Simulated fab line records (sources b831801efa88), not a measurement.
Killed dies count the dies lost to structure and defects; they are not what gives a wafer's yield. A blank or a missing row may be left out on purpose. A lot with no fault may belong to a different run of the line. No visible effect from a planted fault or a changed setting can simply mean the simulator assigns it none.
fab line records	flow sky130
[record] lots = 5	wafers = 15	last-day = 49
route steps=708 shown SONOS_TUNNEL@158 SONOS_ONO@168
lots with no fault: from the same line, run without faults
start-h: start of the lot's first displayed wafer, in hours after the record's first day	wait-h: hours elapsed since this lot's preceding step	" the same as in the row above	L1.1+2: a row that stands for several wafers	- no value present, or no start provided	* or withheld: withheld	< > ~ a bound
route shown NAME@n: names a module that has steps shown in the file, with the first one's number in the route	usual: mean and standard deviation over wafers with no fault	same: alike in all rows	chamber/n: place in a boat	sites: each site's reading	_std_site: how widely they spread, as a standard deviation	_edge_site: mean of outer sites minus mean of inner sites	radius-mm: for every site, how far away it sits from the centre of the wafer	mask NAME#n: copy n	behind: the most recent tool/chamber to have shaped the wafer	hold: cause of the lot's hold/its duration in hours/its outcome	device: the transistor (n, p or np) that didn't switch	end of line: the route-end tests of the same wafers	where a step has no rows: the recipe by itself	killed: not the wafer's yield, but the dies lost to structure and defects at the first sort	map: shows each die of a wafer: x if killed, . if not, _ if none is there
set.NAME: the run value of the setting; set.NAME@STEP: its run value at that earlier step	model.NAME: the simulator's own value behind a step, which no gauge read
a table for each step, a row for each wafer; lots at some steps of the route
services: from which hour (start-h, from the record's first day; less than 0 if before it) a tool's chamber was out of use, for how many hours, and why
[[steps]]
[step SKY_SONOS_TUNNEL_EXPOSE_04]
[recipe] mask-id = TUNM	na = 0.6	source-shape = conventional	sigma-outer = 0.6	polarization = unpolarized	target-cd-nm = 410	dose-mj = 136
[same] sigma-outer = 0.6
lot.wafer	tool	chamber	start-h	wait-h	mask
L074.1+5+6	iline-stepper-02	0	-	-	TUNM#0
L082.2+5+6	iline-stepper-02	0	-	-	TUNM#0
L085.1+2+4	iline-stepper-02	0	-	-	TUNM#0
L090.2+4+5	iline-stepper-01	0	-	-	TUNM#0
L092.2+3+5	iline-stepper-01	0	-	-	TUNM#0
[step SKY_SONOS_TUNNEL_PEB_05]
[recipe] temp-c = withheld	time-s = *	resist = NOVOLAK
[usual] exhaust-pa = 45.0/0.95
lot.wafer	tool	chamber	start-h	wait-h	exhaust-pa
L074.1	litho-track-03	0	-	-	44.5
L074.5	"	0	"	"	43.8
L074.6	"	0	"	"	43.3
L082.2	litho-track-03	0	-	-	46.2
L082.5	"	0	"	"	45.5
L082.6	"	0	"	"	45.2
L085.1	litho-track-02	0	-	-	45.6
L085.2	"	0	"	"	46.7
L085.4	"	0	"	"	46.9
L090.2	litho-track-03	0	-	-	46.0
L090.4	"	0	"	"	46.7
L090.5	"	0	"	"	45.9
L092.2	litho-track-03	0	-	-	45.9
L092.3	"	0	"	"	45.4
L092.5	"	0	"	"	45.3
[step SKY_SONOS_TUNNEL_DEVELOP_06]
[recipe] resist = NOVOLAK	developer = TMAH	develop-time-s = 60	dev-temp-c = 23
[usual] exhaust-pa = 45.0/0.78
lot.wafer	tool	chamber	start-h	wait-h	exhaust-pa
L074.1	litho-track-03	0	256.68	0.1	44.4
L074.5	"	0	"	"	45.6
L074.6	"	0	"	"	44.5
L082.2	litho-track-03	0	319.56	0.1	44.8
L082.5	"	0	"	"	45.9
L082.6	"	0	"	"	44.6
L085.1	litho-track-02	0	343.51	0.1	44.2
L085.2	"	0	"	"	44.8
L085.4	"	0	"	"	45.4
L090.2	litho-track-03	0	382.41	0.1	45.8
L090.4	"	0	"	"	46.2
L090.5	"	0	"	"	44.5
L092.2	litho-track-03	0	395.01	0.1	43.9
L092.3	"	0	"	"	43.7
L092.5	"	0	"	"	45.1
[step SKY_SONOS_TUNNEL_CD_MEAS_07]
[recipe] target-cd-nm = 410
[usual] cd-nm = 410.9/2.3
lot.wafer	tool	chamber	start-h	wait-h	cd-nm
L074.1	cd-sem-01	-	256.83	0.1	412.3
L074.5	"	-	"	"	410.3
L074.6	"	-	"	"	412.3
L082.2	cd-sem-01	-	319.70	0.1	411.4
L082.5	"	-	"	"	411.9
L082.6	"	-	"	"	411.7
L085.1	cd-sem-02	-	343.66	0.1	409.0
L085.2	"	-	"	"	410.7
L085.4	"	-	"	"	411.3
L090.2	cd-sem-01	-	383.22	0.8	414.2
L090.4	"	-	"	"	413.0
L090.5	"	-	"	"	413.0
L092.2	cd-sem-02	-	395.15	0.1	410.1
L092.3	"	-	"	"	412.5
L092.5	"	-	"	"	411.5
[step SKY_SONOS_TUNNEL_OVL_MEAS_08]
[usual] SONOS_TUNNEL_OVL = -0.4/1.5
lot.wafer	tool	chamber	start-h	wait-h	SONOS_TUNNEL_OVL[nm]
L074.1	overlay-02	-	256.95	0.1	1.7
L074.5	"	-	"	"	0.5
L074.6	"	-	"	"	0.0
L082.2	overlay-02	-	319.81	0.1	0.4
L082.5	"	-	"	"	0.9
L082.6	"	-	"	"	1.7
L085.1	overlay-01	-	343.78	0.1	-0.2
L085.2	"	-	"	"	-0.8
L085.4	"	-	"	"	-0.3
L090.2	overlay-01	-	383.33	0.1	-3.2
L090.4	"	-	"	"	-3.1
L090.5	"	-	"	"	-2.0
L092.2	overlay-02	-	395.26	0.1	-0.5
L092.3	"	-	"	"	-0.8
L092.5	"	-	"	"	-0.4
[step SKY_SONOS_TUNNEL_IMPLANT_09]
[recipe] species = B	energy-kev = 20	dose-cm2 = 1e+12	tilt-deg = withheld
lot.wafer	tool	chamber	start-h	wait-h
L074.1+5+6	implanter-02	0	256.99	0.0
L082.2+5+6	implanter-02	0	319.86	0.0
L085.1+2+4	implanter-03	0	343.82	0.0
L090.2+4+5	implanter-02	0	383.39	0.0
L092.2+3+5	implanter-03	0	395.31	0.0
[step SKY_SONOS_TUNNEL_WET_ETCH_10]
[recipe] chemistry = dHF	target-depth-nm = 14	target = SiO2	dilution = 100:1	temp-c = 25	time-s = 280
lot.wafer	tool	chamber	start-h	wait-h
L074.1+5+6	wet-bench-04	2	257.14	0.1
L082.2+5+6	wet-bench-01	0	320.04	0.2
L085.1+2+4	wet-bench-01	3	343.97	0.1
L090.2+4+5	wet-bench-03	1	383.51	0.1
L092.2+3+5	wet-bench-04	0	395.44	0.1
[step SKY_SONOS_TUNNEL_STRIP_11]
[recipe] chemistry = SPM	time-s = 600	temp-c = 130
lot.wafer	tool	chamber	start-h	wait-h
L074.1+5+6	wet-bench-01	3	257.22	0.0
L082.2+5+6	wet-bench-01	0	320.12	0.0
L085.1+2+4	wet-bench-03	3	344.06	0.0
L090.2+4+5	wet-bench-04	1	383.60	0.0
L092.2+3+5	wet-bench-01	2	395.53	0.0
[step SKY_SONOS_TUNNEL_TW_MEAS_12]
[usual] SONOS_TUNNEL_TW = 197.8/1.5
lot.wafer	tool	chamber	start-h	wait-h	SONOS_TUNNEL_TW
L074.1	film-metro-01	-	257.40	0.0	195.9
L074.5	"	-	"	"	197.4
L074.6	"	-	"	"	196.2
L082.2	film-metro-02	-	320.31	0.0	196.2
L082.5	"	-	"	"	195.9
L082.6	"	-	"	"	196.5
L085.1	film-metro-04	-	344.23	0.0	198.4
L085.2	"	-	"	"	198.4
L085.4	"	-	"	"	199.2
L090.2	film-metro-04	-	383.78	0.0	199.7
L090.4	"	-	"	"	198.9
L090.5	"	-	"	"	197.9
L092.2	film-metro-04	-	395.72	0.0	198.1
L092.3	"	-	"	"	199.0
L092.5	"	-	"	"	199.3
[step SKY_SONOS_TUNNEL_CLEAN_13]
[recipe] chemistry = dHF	time-s = 20	dilution = 100:1	dry = ipa-marangoni
lot.wafer	tool	chamber	start-h	wait-h
L074.1+5+6	wet-bench-04	2	257.46	0.1
L082.2+5+6	wet-bench-01	3	320.36	0.0
L085.1+2+4	wet-bench-01	2	344.29	0.1
L090.2+4+5	wet-bench-01	3	383.83	0.0
L092.2+3+5	wet-bench-01	1	395.77	0.0
[step SKY_SONOS_ONO_OXIDATION_00]
[recipe] temp-c = 800	ambient = O2	idle-temp-c = 700	ramp-up-c-per-min = 10	ramp-down-c-per-min = 3	stabilise-s = 600	purge-s = 300	target-thk-a = 26	ox-time-s = 1249
[usual] ramp-down-c-per-min = 3.0000/0.00051	zone-power-lower-pct = 13.2/0.98	zone-power-upper-pct = 14.6/1.2
lot.wafer	tool	chamber	start-h	wait-h	ramp-down-c-per-min	zone-power-lower-pct	zone-power-upper-pct
L074.1	furnace-02	0	258.45	1.0	3.0001	12.4	13.8
L074.5	"	0	"	"	3.0005	12.3	13.8
L074.6	"	0	"	"	2.9995	12.3	13.8
L082.2	furnace-01	0	321.14	0.8	3.0002	14.7	16.5
L082.5	"	0	"	"	3.0000	14.5	16.1
L082.6	"	0	"	"	3.0000	14.4	16.2
L085.1	furnace-02	0	344.37	0.1	2.9996	12.5	13.7
L085.2	"	0	"	"	2.9997	12.2	13.7
L085.4	"	0	"	"	2.9992	12.3	13.6
L090.2	furnace-02	0	384.86	1.0	2.9991	12.3	13.9
L090.4	"	0	"	"	2.9998	12.2	13.6
L090.5	"	0	"	"	3.0009	12.5	13.5
L092.2	furnace-01	0	398.72	2.9	2.9993	14.7	16.1
L092.3	"	0	"	"	2.9991	14.6	16.3
L092.5	"	0	"	"	2.9999	14.6	16.0
[step SKY_SONOS_ONO_THK_MEAS_01]
[recipe] reads = SiO2_of_SONOS_ONO_OXIDATION_00
[usual] SONOS_ONO_OXIDATION_THK = 2.59/0.055
lot.wafer	tool	chamber	start-h	wait-h	SONOS_ONO_OXIDATION_THK[nm]
L074.1	film-metro-01	-	259.80	0.0	2.53
L074.5	"	-	"	"	2.55
L074.6	"	-	"	"	2.50
L082.2	film-metro-04	-	322.49	0.0	2.65
L082.5	"	-	"	"	2.59
L082.6	"	-	"	"	2.67
L085.1	film-metro-04	-	345.71	0.0	2.50
L085.2	"	-	"	"	2.53
L085.4	"	-	"	"	2.55
L090.2	film-metro-01	-	386.22	0.0	2.65
L090.4	"	-	"	"	2.63
L090.5	"	-	"	"	2.65
L092.2	film-metro-03	-	400.08	0.0	2.61
L092.3	"	-	"	"	2.66
L092.5	"	-	"	"	2.64
[step SKY_SONOS_ONO_CVD_02]
[recipe] material = Si3N4	precursor = DCS/NH3	target-thk-nm = 10.5	temp-c = 770	time-s = 180	pressure-mtorr = 250
[usual] zone-power-lower-pct = 13.5/0.94	zone-power-upper-pct = 13.0/0.42
lot.wafer	tool	chamber	start-h	wait-h	zone-power-lower-pct	zone-power-upper-pct
L074.1	lpcvd-02	0	259.86	0.1	14.4	13.4
L074.5	"	0	"	"	14.7	13.5
L074.6	"	0	"	"	14.5	13.3
L082.2	lpcvd-02	1	325.45	3.0	12.6	12.9
L082.5	"	1	"	"	12.6	12.5
L082.6	"	1	"	"	12.8	12.8
L085.1	lpcvd-02	1	350.58	4.9	12.7	12.8
L085.2	"	1	"	"	12.7	12.8
L085.4	"	1	"	"	12.8	12.7
L090.2	lpcvd-02	0	386.27	0.0	14.5	13.5
L090.4	"	0	"	"	15.0	13.9
L090.5	"	0	"	"	14.7	13.5
L092.2	lpcvd-02	1	400.13	0.0	12.9	12.8
L092.3	"	1	"	"	12.8	12.9
L092.5	"	1	"	"	12.6	12.8
[step SKY_SONOS_ONO_THK_MEAS_03]
[recipe] reads = Si3N4_of_SONOS_ONO_CVD_02
[usual] SONOS_ONO_CVD_02_THK = 10.63/0.14
lot.wafer	tool	chamber	start-h	wait-h	SONOS_ONO_CVD_02_THK[nm]
L074.1	film-metro-01	-	260.91	0.0	10.68
L074.5	"	-	"	"	10.64
L074.6	"	-	"	"	10.55
L082.2	film-metro-04	-	326.51	0.0	10.70
L082.5	"	-	"	"	10.57
L082.6	"	-	"	"	10.69
L085.1	film-metro-04	-	351.63	0.0	10.82
L085.2	"	-	"	"	10.76
L085.4	"	-	"	"	10.76
L090.2	film-metro-04	-	387.33	0.0	10.65
L090.4	"	-	"	"	10.78
L090.5	"	-	"	"	10.80
L092.2	film-metro-01	-	401.19	0.0	10.74
L092.3	"	-	"	"	10.56
L092.5	"	-	"	"	10.71
[step SKY_SONOS_ONO_CVD_04]
[recipe] material = SiO2	precursor = SiH4/N2O	target-thk-nm = 5.7199	temp-c = 900	pressure-mtorr = 400
[usual] zone-power-lower-pct = 19.3/0.85	zone-power-upper-pct = 17.67/0.25
lot.wafer	tool	chamber	start-h	wait-h	zone-power-lower-pct	zone-power-upper-pct
L074.1	lpcvd-03	0	260.97	0.1	18.0	17.37
L074.5	"	0	"	"	18.2	17.07
L074.6	"	0	"	"	18.3	17.51
L082.2	lpcvd-03	1	326.56	0.0	19.8	17.85
L082.5	"	1	"	"	19.9	18.24
L082.6	"	1	"	"	19.7	17.98
L085.1	lpcvd-03	0	351.69	0.1	18.3	17.31
L085.2	"	0	"	"	18.7	17.36
L085.4	"	0	"	"	18.3	17.54
L090.2	lpcvd-03	1	387.38	0.0	20.0	17.59
L090.4	"	1	"	"	20.3	17.78
L090.5	"	1	"	"	20.0	17.77
L092.2	lpcvd-03	0	401.24	0.0	18.2	17.72
L092.3	"	0	"	"	18.3	17.67
L092.5	"	0	"	"	18.1	17.43
[step SKY_SONOS_ONO_THK_MEAS_05]
[recipe] reads = SiO2_of_SONOS_ONO_CVD_04
[usual] SONOS_ONO_CVD_04_THK = 5.68/0.14
lot.wafer	tool	chamber	start-h	wait-h	SONOS_ONO_CVD_04_THK[nm]
L074.1	film-metro-03	-	262.22	0.0	5.64
L074.5	"	-	"	"	5.60
L074.6	"	-	"	"	5.73
L082.2	film-metro-03	-	327.82	0.0	5.40
L082.5	"	-	"	"	5.21
L082.6	"	-	"	"	5.42
L085.1	film-metro-04	-	353.57	0.0	5.77
L085.2	"	-	"	"	5.75
L085.4	"	-	"	"	5.71
L090.2	film-metro-03	-	388.64	0.0	5.66
L090.4	"	-	"	"	5.60
L090.5	"	-	"	"	5.60
L092.2	film-metro-01	-	402.50	0.0	5.61
L092.3	"	-	"	"	5.68
L092.5	"	-	"	"	5.68
[step SKY_SONOS_ONO_DEHYDRATE_06]
[recipe] temp-c = 200	time-s = 60
[usual] exhaust-pa = 44.9/0.93	plate-temp-C = 200.02/0.16
lot.wafer	tool	chamber	start-h	wait-h	exhaust-pa	plate-temp-C
L074.1	litho-track-01	0	274.26	12.0	45.6	199.83
L074.5	"	0	"	"	47.0	199.94
L074.6	"	0	"	"	45.7	200.01
L082.2	litho-track-02	0	340.14	12.3	44.6	200.48
L082.5	"	0	"	"	45.4	200.20
L082.6	"	0	"	"	45.0	200.16
L085.1	litho-track-01	0	367.26	13.7	43.6	199.83
L085.2	"	0	"	"	44.8	199.93
L085.4	"	0	"	"	44.6	199.74
L090.2	litho-track-02	0	402.29	13.6	43.3	199.91
L090.4	"	0	"	"	45.6	200.11
L090.5	"	0	"	"	45.8	199.81
L092.2	litho-track-01	0	417.28	14.8	46.2	199.88
L092.3	"	0	"	"	44.5	199.86
L092.5	"	0	"	"	44.9	199.84
[step SKY_SONOS_ONO_HMDS_07]
[recipe] prime-time-s = 60	prime-temp-c = 120
[usual] exhaust-pa = 45.0/0.9
lot.wafer	tool	chamber	start-h	wait-h	exhaust-pa
L074.1	litho-track-01	0	274.41	0.1	46.0
L074.5	"	0	"	"	44.6
L074.6	"	0	"	"	44.9
L082.2	litho-track-02	0	340.29	0.1	45.7
L082.5	"	0	"	"	45.7
L082.6	"	0	"	"	44.5
L085.1	litho-track-01	0	367.41	0.1	44.1
L085.2	"	0	"	"	45.4
L085.4	"	0	"	"	45.4
L090.2	litho-track-02	0	402.44	0.1	45.1
L090.4	"	0	"	"	45.4
L090.5	"	0	"	"	45.3
L092.2	litho-track-01	0	417.43	0.1	44.7
L092.3	"	0	"	"	46.7
L092.5	"	0	"	"	45.5
[step SKY_SONOS_ONO_COAT_08]
[recipe] resist = NOVOLAK	spin-rpm = 3000	resist-thk-nm = 1140
[usual] exhaust-pa = 44.9/0.8
lot.wafer	tool	chamber	start-h	wait-h	exhaust-pa
L074.1	litho-track-01	0	274.56	0.1	46.2
L074.5	"	0	"	"	44.1
L074.6	"	0	"	"	45.1
L082.2	litho-track-02	0	340.44	0.1	44.4
L082.5	"	0	"	"	43.6
L082.6	"	0	"	"	44.4
L085.1	litho-track-01	0	367.56	0.1	45.3
L085.2	"	0	"	"	46.2
L085.4	"	0	"	"	45.0
L090.2	litho-track-02	0	402.59	0.1	46.0
L090.4	"	0	"	"	43.7
L090.5	"	0	"	"	45.4
L092.2	litho-track-01	0	417.58	0.1	44.1
L092.3	"	0	"	"	45.2
L092.5	"	0	"	"	43.7
[step SKY_SONOS_ONO_SOFTBAKE_09]
[recipe] temp-c = 90	time-s = 60	resist = NOVOLAK
[usual] exhaust-pa = 44.9/0.76	plate-temp-C = 90.02/0.12
lot.wafer	tool	chamber	start-h	wait-h	exhaust-pa	plate-temp-C
L074.1	litho-track-01	0	274.71	0.1	45.3	90.07
L074.5	"	0	"	"	45.9	90.22
L074.6	"	0	"	"	44.7	90.23
L082.2	litho-track-02	0	340.59	0.1	44.5	90.02
L082.5	"	0	"	"	45.4	89.99
L082.6	"	0	"	"	44.8	89.83
L085.1	litho-track-01	0	367.71	0.1	44.8	89.84
L085.2	"	0	"	"	44.4	89.89
L085.4	"	0	"	"	45.0	90.00
L090.2	litho-track-02	0	402.74	0.1	45.2	90.02
L090.4	"	0	"	"	45.5	90.09
L090.5	"	0	"	"	45.9	90.03
L092.2	litho-track-01	0	417.73	0.1	44.9	90.01
L092.3	"	0	"	"	44.7	89.90
L092.5	"	0	"	"	44.6	89.84
[step SKY_SONOS_ONO_EXPOSE_10]
[recipe] mask-id = ONOM	target-cd-nm = 410	na = 0.6	source-shape = conventional	sigma-outer = 0.6	dose-mj = 150
[same] sigma-outer = 0.6
lot.wafer	tool	chamber	start-h	wait-h	mask
L074.1+5+6	iline-stepper-02	0	-	-	ONOM#0
L082.2+5+6	iline-stepper-02	0	-	-	ONOM#0
L085.1+2+4	iline-stepper-02	0	-	-	ONOM#0
L090.2+4+5	iline-stepper-01	0	-	-	ONOM#0
L092.2+3+5	iline-stepper-01	0	-	-	ONOM#0
[step SKY_SONOS_ONO_PEB_11]
[recipe] temp-c = withheld	time-s = *	resist = NOVOLAK
[usual] exhaust-pa = 44.9/0.85
lot.wafer	tool	chamber	start-h	wait-h	exhaust-pa
L074.1	litho-track-02	0	-	-	44.3
L074.5	"	0	"	"	45.8
L074.6	"	0	"	"	42.7
L082.2	litho-track-01	0	-	-	45.4
L082.5	"	0	"	"	45.2
L082.6	"	0	"	"	45.2
L085.1	litho-track-02	0	-	-	45.0
L085.2	"	0	"	"	44.9
L085.4	"	0	"	"	45.6
L090.2	litho-track-01	0	-	-	44.4
L090.4	"	0	"	"	45.2
L090.5	"	0	"	"	45.1
L092.2	litho-track-03	0	-	-	44.6
L092.3	"	0	"	"	45.7
L092.5	"	0	"	"	44.2
[step SKY_SONOS_ONO_DEVELOP_12]
[recipe] develop-time-s = 60	dev-temp-c = 23
[usual] exhaust-pa = 44.8/0.92
lot.wafer	tool	chamber	start-h	wait-h	exhaust-pa
L074.1	litho-track-02	0	287.07	0.1	44.7
L074.5	"	0	"	"	44.6
L074.6	"	0	"	"	44.2
L082.2	litho-track-01	0	354.43	0.1	44.7
L082.5	"	0	"	"	45.6
L082.6	"	0	"	"	44.9
L085.1	litho-track-02	0	382.11	0.1	45.0
L085.2	"	0	"	"	43.5
L085.4	"	0	"	"	44.9
L090.2	litho-track-01	0	418.03	0.1	45.0
L090.4	"	0	"	"	44.5
L090.5	"	0	"	"	45.0
L092.2	litho-track-03	0	432.46	0.1	43.7
L092.3	"	0	"	"	44.2
L092.5	"	0	"	"	44.8
[[services]]
tool	chamber	start-h	hours	kind
wet-bench-03	-	228.88	1.9	repair
iline-stepper-02	-	239.86	2.1	pm
lpcvd-02	-	240.60	1.4	repair
iline-stepper-01	-	242.95	1.7	pm
furnace-02	-	243.82	3.0	pm
wet-bench-03	-	256.57	23.8	repair
furnace-01	-	257.92	2.6	pm
iline-stepper-01	-	261.67	15.9	repair
implanter-03	-	262.99	5.0	pm
implanter-03	-	268.03	3.4	pm
implanter-03	-	271.68	26.6	repair
furnace-01	-	286.45	3.4	pm
furnace-02	-	291.73	3.8	pm
iline-stepper-01	-	291.93	4.4	pm
implanter-03	-	297.90	2.2	repair
iline-stepper-01	-	301.57	3.4	repair
wet-bench-04	-	327.23	38.7	pm
iline-stepper-02	-	331.40	1.7	pm
lpcvd-02	-	341.59	6.0	pm
iline-stepper-02	-	372.98	28.9	pm
lpcvd-03	-	383.49	2.8	pm
implanter-02	-	395.22	5.3	repair
furnace-02	-	419.23	3.5	pm
implanter-02	-	428.78	2.2	repair
[[key]]
fault none
